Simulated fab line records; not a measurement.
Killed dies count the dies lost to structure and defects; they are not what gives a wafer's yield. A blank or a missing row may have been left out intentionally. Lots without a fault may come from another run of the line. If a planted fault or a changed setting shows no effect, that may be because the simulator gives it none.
Struck lot and sound lot, side by side / flow sky130 / 16 out of 708 route steps
Sound: these wafers, L462.2, L462.3, L462.4. Wafers struck: L459.3, L459.4, L459.5. The cause is named last.
Order at every step that has rows: each side's tool, ch and its chambers, its first start. Under that, the readings that differ: sound wafers / struck wafers / difference of the means / sigmas: that difference in standard deviations of wafers without a fault.
alike: words and numbers the same on both sides, and readings whose means are apart by under 2 such deviations; not compared: readings that were withheld, readings missing a value for some wafer, numbers with overlapping values and no deviation given by the record, and bounds like >300 which may hide the same value.
The two part at a step that has a row with sigmas, a row that says differs or no value, or rows on one side only. Numbers that have no deviation but don't overlap get no sigmas and don't part them. A reading missing from all wafers of one side parts the sides only when that side holds two or more wafers.

SKY_CAP2M_THK_MEAS_01:
  struck on filmMetro-04, day 43 10:44; sound on filmMetro-02, day 44 09:49
  alike: CAP2M_CVD_00_THK
SKY_CAP2M_SPUTTER_02: material TiN, target thk 200 nm, time 166.7 s.
  struck on pvdSputter-02, day 43 10:46; sound on pvdSputter-04, day 44 09:52
  alike: throttleValvePct
SKY_CAP2M_RS_MEAS_03: measures by four-point-probe.
  struck on filmMetro-02, day 43 10:55; sound on filmMetro-04, day 44 09:59
  alike: CAP2M_TIN_RS
SKY_CAP2M_THK_MEAS_04: measures by xrf.
  struck on filmMetro-02, day 43 11:01; sound on filmMetro-04, day 44 10:06
  alike: CAP2M_TIN_THK
then, 7 steps without rows for these wafers: SKY_CAP2M_DEHYDRATE_05 (time 60 s); SKY_CAP2M_HMDS_06 (prime time 60 s); SKY_CAP2M_COAT_07 (resist thk 1140 nm); SKY_CAP2M_SOFTBAKE_08 (time 60 s); SKY_CAP2M_EXPOSE_09 (exposes mask CAP2M, target cd 1000 nm); SKY_CAP2M_PEB_10; SKY_CAP2M_DEVELOP_11 (develop time 60 s).
SKY_CAP2M_OVL_MEAS_12:
  struck on overlay-01, day 44 09:20; sound on overlay-01, day 45 06:25
  alike: CAP2M_OVL
SKY_CAP2M_METAL_ETCH_13: etches TiN in Cl2/BCl3, stops on SiO2, target depth 220 nm, time 62.9 s.
  sound on rieMetal-04 ch 0,1, day 45 06:27; struck on rieMetal-02 ch 0,1, day 44 09:23
  no value came back on the struck wafers for any of 5 readings (bcl3FlowSccm (sccm), biasW (W) and others); on the sound wafers bcl3FlowSccm (sccm) reads 30.10 30.10 29.92
reading=model.NOVOLAK_of_CAP2M_COAT_07.thkNm (nm); sound=990.4 994.6 992.5; struck=1145 1144 1142; difference=+151; sigmas=
  not compared: rfHoursCounterH
SKY_CAP2M_STRIP_14: strips in O2/N2.
  sound on plasmaAsher-02 ch 0,1, day 45 06:32; struck on plasmaAsher-01 ch 0,1, day 44 09:28
reading=stripTimeToEndpointS (s); sound=12.61 12.68 12.66; struck=14.24 14.23 14.21; difference=+1.58; sigmas=+37
  alike: drypumpMotorCurrentA, oesProductAu
  not compared: rfHoursCounterH
then, 1 step without rows for these wafers: SKY_CAP2M_STRIP_15 (strips in post etch residue remover, time 1200 s).
-- the record jumps here: 4 days lie between the struck wafers' starts before and after (it left off in module CAP2M and takes up again in module PAD_OPEN, whose first step shown is number 708 of the route) --
SKY_PAD_OPEN_PROBE_99:
  struck on prober-02, day 48 20:29; sound on prober-01, day 49 15:13
reading=defectLimitedYield (%); sound=83.7 82.9 82.3; struck=0 0 0; difference=-83; sigmas=-46
reading=killedAtOther; sound=0 1 0; struck=422 410 403; difference=+411; sigmas=+99 or more
reading=killedDies; sound=80 84 87; struck=492 492 492; difference=+408; sigmas=+46
reading=killedOnRim; sound=17 21 20; struck=96 96 96; difference=+77; sigmas=+20
reading=sort_bin_5_function (%); sound=10.0 10.8 11.8; struck=94.7 93.1 93.1; difference=+82.8; sigmas=+55
reading=sortNPass; sound=412 408 405; struck=0 0 0; difference=-408; sigmas=-46
reading=sortYieldPct (%); sound=83.7 82.9 82.3; struck=0 0 0; difference=-83; sigmas=-46
  alike: killed_at_M0_to_M3, killed_at_M4_up, killedAtContacts, killedAtFrontEnd, killedOpen, killedShort, sort_bin_3_pad_short, sort_bin_6_memory

## WHERE THEY PART
Last at SKY_PAD_OPEN_PROBE_99 as far as this record goes, first at SKY_CAP2M_METAL_ETCH_13.

WHY: whatever the simulator had introduced
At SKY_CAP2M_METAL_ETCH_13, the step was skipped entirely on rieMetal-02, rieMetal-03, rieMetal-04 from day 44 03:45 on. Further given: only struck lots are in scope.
